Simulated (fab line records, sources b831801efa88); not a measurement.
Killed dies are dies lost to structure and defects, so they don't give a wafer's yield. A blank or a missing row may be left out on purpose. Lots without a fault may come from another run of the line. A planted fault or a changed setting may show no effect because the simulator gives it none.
Chamber matching | flow gf180mcu | GF_V3_CMP_26 on cmp-02: 4 sister chambers
The step polishes, stops on SiO2, t overpolish 15 s, target thk 0 nm. 7 wafers are shown with their chamber, then 7 later ones without.

WAFERS WITH THEIR CHAMBER
wafer  | chamber | motor_current_A (A) | time_to_endpoint_s (s)
L857.6 | 0       | 12.7                | 90
L859.6 | 0       | 12.5                | 82
L860.1 | 1       | 10.6                | 86
L860.5 | 3       | 12.4                | 90
L861.5 | 2       | 10.6                | 91
L868.1 | 3       | 12.1                | 86
L868.2 | 2       | 9.9                 | 86

WAFERS WITHOUT THEIR CHAMBER
wafer  | motor_current_A (A) | time_to_endpoint_s (s)
L868.6 | 11.5                | 87
L872.2 | 12.8                | 89
L872.4 | 12.7                | 92
L872.5 | 12.0                | 94
L873.1 | 10.2                | 91
L873.4 | 12.0                | 92
L873.6 | 11.0                | 89

WHICH CHAMBER EACH WENT THROUGH
wafer  | from the rows above               | in truth
L868.6 | can't be placed: 3 or 1 or 0 or 2 | 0
L872.2 | can't be placed: 0 or 3           | 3
L872.4 | can't be placed: 0 or 3           | 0
L872.5 | can't be placed: 3 or 0           | 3
L873.1 | can't be placed: 2 or 1           | 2
L873.4 | can't be placed: 3 or 0           | 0
L873.6 | can't be placed: 1 or 2           | 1
Placed correctly: 0 of 7. Can't be placed from these rows: 7 (the true chamber is among the candidates in 7). Placed wrongly: 0.
How it was worked out, from the rows above alone: a wafer's distance from a chamber is the root of the sum, over the readings, of the square of ((its reading less the chamber's mean) divided by the reading's scatter). The wafer belongs to the nearest chamber; if the next one is less than 2 further off, it can't be placed. A chamber's mean is the mean of its shown wafers. The scatter: the root of (the sum of the squares of (reading less its chamber's mean) over the shown wafers, divided by (wafers less chambers)).
